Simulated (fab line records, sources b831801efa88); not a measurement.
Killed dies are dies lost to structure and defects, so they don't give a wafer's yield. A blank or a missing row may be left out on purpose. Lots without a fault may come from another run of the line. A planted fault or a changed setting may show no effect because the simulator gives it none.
Tool commonality check | flow gf180mcu | 13 lots, 42 wafers sampled

WHY IT WAS OPENED
At GF_POLY_GATE_CD_MEAS_10 the reading cd_nm is flagged on 1 of 13 lots. Wafers without a fault read 280.0 nm, standard deviation 1.3.
Rule: a lot is flagged when every wafer of it that has a number lies more than 4 standard deviations from that mean, or none has a number. The other lots count as sound.

lot  | measured     | on        | cd_nm (nm), wafer by wafer          | flag
L999 | day 10 10:46 | cd_sem-02 | 279.0 279.5 278.5                   |
L100 | day 10 13:20 | cd_sem-01 | 281.4 281.9 282.1                   |
L101 | day 11 01:11 | cd_sem-02 | 278.5 278.9 277.6                   |
L102 | day 11 08:29 | cd_sem-02 | 279.4 278.7 278.4                   |
L104 | day 11 18:07 | cd_sem-02 | 282.3 281.4 283.1                   |
L106 | day 12 16:59 | cd_sem-01 | 280.5 280.2 280.3                   |
L107 | day 13 00:04 | cd_sem-02 | 277.8 279.3 278.5                   |
L111 | day 14 03:14 | cd_sem-01 | 281.0 278.7 280.3                   |
L112 | day 14 06:31 | cd_sem-02 | 278.0 277.4 279.0                   |
L113 | day 14 16:12 | cd_sem-01 | 322.0 322.5 322.7 322.1 322.3 322.9 | FLAGGED
L115 | day 15 03:01 | cd_sem-01 | 279.3 280.2 279.4                   |
L117 | day 15 17:46 | cd_sem-01 | 281.3 281.1 279.7                   |
L118 | day 16 00:14 | cd_sem-01 | 278.6 279.7 279.8                   |
The numbers of the flagged lots are 322.4 nm on average: +42.4 nm against the usual, or +33 standard deviations.

WHICH TOOL RAN EACH LOT
The record holds 1 process step before the reading, out of a route of 602 steps. In each cell: the tool, then ch and the chambers that the sampled wafers went through, then the start.
lot  | flag    | GF_POLY_GATE_EXPOSE_07
L999 |         | krf_scanner-02 ch 0, day 10 02:27
L100 |         | krf_scanner-02 ch 0, day 10 04:46
L101 |         | krf_scanner-02 ch 0, day 10 16:19
L102 |         | krf_scanner-01 ch 0, day 10 23:29
L104 |         | krf_scanner-02 ch 0, day 11 08:40
L106 |         | krf_scanner-02 ch 0, day 12 07:35
L107 |         | krf_scanner-01 ch 0, day 12 14:18
L111 |         | krf_scanner-02 ch 0, day 13 17:20
L112 |         | krf_scanner-02 ch 0, day 13 20:58
L113 | FLAGGED | krf_scanner-02 ch 0, day 14 05:48
L115 |         | krf_scanner-02 ch 0, day 14 16:43
L117 |         | krf_scanner-01 ch 0, day 15 07:43
L118 |         | krf_scanner-02 ch 0, day 15 13:43
What these steps do:
- GF_POLY_GATE_EXPOSE_07: exposes mask Poly2, target cd 280 nm.
- GF_POLY_GATE_CD_MEAS_10: target cd 280 nm.

FLAGGED OVER TOTAL, TOOL BY TOOL (the gauges that took the reading come last)
step                    | tool           | lots run | flagged | share of the flagged lots | sound lots run after its first flagged lot
GF_POLY_GATE_EXPOSE_07  | krf_scanner-01 | 3        | 0       | none                      | -
GF_POLY_GATE_EXPOSE_07  | krf_scanner-02 | 10       | 1       | all                       | 2 (L115,L118)
GF_POLY_GATE_CD_MEAS_10 | cd_sem-01      | 7        | 1       | all                       | 3 (L115,L117,L118)
GF_POLY_GATE_CD_MEAS_10 | cd_sem-02      | 6        | 0       | none                      | -

WHAT THE TABLE ALLOWS
2 rows of the table ran every flagged lot: krf_scanner-02 at GF_POLY_GATE_EXPOSE_07, cd_sem-01 at GF_POLY_GATE_CD_MEAS_10.
- krf_scanner-02 at GF_POLY_GATE_EXPOSE_07: 1 of its 10 lots flagged. Sound lots ran on it after the first flagged one (L115, L118), which a lasting fault on the whole tool wouldn't allow.
- cd_sem-01 at GF_POLY_GATE_CD_MEAS_10: 1 of its 7 lots flagged. Sound lots ran on it after the first flagged one (L115, L117, L118), which a lasting fault on the whole tool wouldn't allow.
No row of the table ran every flagged lot and no sound lot after the first.

WHAT THE SIMULATOR HAD PUT IN
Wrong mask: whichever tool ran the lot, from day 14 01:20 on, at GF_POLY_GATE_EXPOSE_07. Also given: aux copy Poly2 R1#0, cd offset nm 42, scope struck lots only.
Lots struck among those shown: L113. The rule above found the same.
